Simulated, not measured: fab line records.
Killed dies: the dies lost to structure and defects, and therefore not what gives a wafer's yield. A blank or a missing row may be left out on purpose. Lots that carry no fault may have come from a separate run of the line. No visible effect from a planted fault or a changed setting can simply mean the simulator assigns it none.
Which tool was responsible? || flow gf180mcu || Sampling: 13 lots, 39 wafers, 2 of 602 route steps

WHAT THE GAUGES READ, wafer by wafer
GF_M5_CD_MEAS_07: the cd target is 280 nm. Usual: cd_nm reads 279.7 nm (standard deviation 1.1).
{"lot": "L124", "measured": "day 26 06:47", "on": "cd_sem-01", "cd_nm (nm)": "278.3 280.3 279.8", "flag": ""}
{"lot": "L125", "measured": "day 26 14:32", "on": "cd_sem-02", "cd_nm (nm)": "279.3 278.4 279.9", "flag": ""}
{"lot": "L126", "measured": "day 26 21:29", "on": "cd_sem-02", "cd_nm (nm)": "278.6 277.5 278.4", "flag": ""}
{"lot": "L128", "measured": "day 27 19:08", "on": "cd_sem-01", "cd_nm (nm)": "279.8 280.4 279.9", "flag": ""}
{"lot": "L130", "measured": "day 28 05:06", "on": "cd_sem-02", "cd_nm (nm)": "279.1 279.2 278.7", "flag": ""}
{"lot": "L133", "measured": "day 29 07:31", "on": "cd_sem-01", "cd_nm (nm)": "278.9 279.4 278.9", "flag": ""}
{"lot": "L134", "measured": "day 29 17:17", "on": "cd_sem-02", "cd_nm (nm)": "280.6 279.2 279.5", "flag": ""}
{"lot": "L135", "measured": "day 29 23:17", "on": "cd_sem-02", "cd_nm (nm)": "280.2 280.8 280.5", "flag": ""}
{"lot": "L137", "measured": "day 31 02:20", "on": "cd_sem-02", "cd_nm (nm)": "279.8 279.2 279.7", "flag": ""}
{"lot": "L140", "measured": "day 31 12:26", "on": "cd_sem-02", "cd_nm (nm)": "278.6 279.4 279.4", "flag": ""}
{"lot": "L144", "measured": "day 32 06:53", "on": "cd_sem-02", "cd_nm (nm)": "281.7 282.5 282.3", "flag": ""}
{"lot": "L143", "measured": "day 32 10:44", "on": "cd_sem-02", "cd_nm (nm)": "280.2 280.4 279.8", "flag": ""}
{"lot": "L147", "measured": "day 32 23:38", "on": "cd_sem-01", "cd_nm (nm)": "279.1 278.9 279.0", "flag": ""}

WHICH TOOL RAN EACH LOT (tool, then ch and the chambers of the sampled wafers, then the start)
{"lot": "L124", "GF_MIM_SPUTTER_09": "pvd_sputter-01, day 24 11:43"}
{"lot": "L125", "GF_MIM_SPUTTER_09": "pvd_sputter-04, day 24 20:11"}
{"lot": "L126", "GF_MIM_SPUTTER_09": "pvd_sputter-03, day 25 02:44"}
{"lot": "L128", "GF_MIM_SPUTTER_09": "pvd_sputter-01, day 26 01:20"}
{"lot": "L130", "GF_MIM_SPUTTER_09": "pvd_sputter-04, day 26 12:26"}
{"lot": "L133", "GF_MIM_SPUTTER_09": "pvd_sputter-01, day 27 15:29"}
{"lot": "L134", "GF_MIM_SPUTTER_09": "pvd_sputter-01, day 28 03:53"}
{"lot": "L135", "GF_MIM_SPUTTER_09": "pvd_sputter-01, day 28 09:28"}
{"lot": "L137", "GF_MIM_SPUTTER_09": "pvd_sputter-04, day 29 13:56"}
{"lot": "L140", "GF_MIM_SPUTTER_09": "pvd_sputter-04, day 30 01:34"}
{"lot": "L144", "GF_MIM_SPUTTER_09": "pvd_sputter-01, day 30 20:02"}
{"lot": "L143", "GF_MIM_SPUTTER_09": "pvd_sputter-04, day 30 23:26"}
{"lot": "L147", "GF_MIM_SPUTTER_09": "pvd_sputter-04, day 31 14:47"}
- GF_MIM_SPUTTER_09: material TiN, target thk 35 nm, time 29.2 s.

WHAT THE TOOLS THEMSELVES READ (means of the sampled wafers that have a number; where no wafer has one, the mark that the record gives instead)
GF_MIM_SPUTTER_09. Usual: cathode_dc_power_W 6499.9 W, standard deviation 1.1; throttle_valve_pct 30.1 %, standard deviation 1.1.
{"lot": "L124", "tool": "pvd_sputter-01", "cathode_dc_power_W (W)": 6500.9, "throttle_valve_pct (%)": 30.0, "flag": ""}
{"lot": "L125", "tool": "pvd_sputter-04", "cathode_dc_power_W (W)": 6499.4, "throttle_valve_pct (%)": 30.1, "flag": ""}
{"lot": "L126", "tool": "pvd_sputter-03", "cathode_dc_power_W (W)": 6500.5, "throttle_valve_pct (%)": 30.1, "flag": ""}
{"lot": "L128", "tool": "pvd_sputter-01", "cathode_dc_power_W (W)": 6498.5, "throttle_valve_pct (%)": 29.3, "flag": ""}
{"lot": "L130", "tool": "pvd_sputter-04", "cathode_dc_power_W (W)": 6500.5, "throttle_valve_pct (%)": 29.8, "flag": ""}
{"lot": "L133", "tool": "pvd_sputter-01", "cathode_dc_power_W (W)": 6500.0, "throttle_valve_pct (%)": 29.6, "flag": ""}
{"lot": "L134", "tool": "pvd_sputter-01", "cathode_dc_power_W (W)": 6501.5, "throttle_valve_pct (%)": 29.4, "flag": ""}
{"lot": "L135", "tool": "pvd_sputter-01", "cathode_dc_power_W (W)": 6499.9, "throttle_valve_pct (%)": 29.2, "flag": ""}
{"lot": "L137", "tool": "pvd_sputter-04", "cathode_dc_power_W (W)": 6500.4, "throttle_valve_pct (%)": 31.2, "flag": ""}
{"lot": "L140", "tool": "pvd_sputter-04", "cathode_dc_power_W (W)": 6500.3, "throttle_valve_pct (%)": 30.0, "flag": ""}
{"lot": "L144", "tool": "pvd_sputter-01", "cathode_dc_power_W (W)": 6499.8, "throttle_valve_pct (%)": 29.9, "flag": ""}
{"lot": "L143", "tool": "pvd_sputter-04", "cathode_dc_power_W (W)": 6499.7, "throttle_valve_pct (%)": 30.3, "flag": ""}
{"lot": "L147", "tool": "pvd_sputter-04", "cathode_dc_power_W (W)": 6499.5, "throttle_valve_pct (%)": 30.7, "flag": ""}

THE ANSWER, worked out from the rows above alone
Rule: a lot is off if the mean of its wafers that have a number lies more than 3 standard deviations from the usual mean. A lot without any number at a reading at which 4 lots or more have one is off too. Any other lot the step has rows for is counted as sound. First the gauges in route order, then the tools' own readings, where a lot's mean is used as printed above. The first step at which some lot is off is used, and at that step the reading that is off furthest; a lot without a number counts as furthest.
No lot is off at any reading shown: from this, nothing can be told.

WHAT THE SIMULATOR HAD PUT IN
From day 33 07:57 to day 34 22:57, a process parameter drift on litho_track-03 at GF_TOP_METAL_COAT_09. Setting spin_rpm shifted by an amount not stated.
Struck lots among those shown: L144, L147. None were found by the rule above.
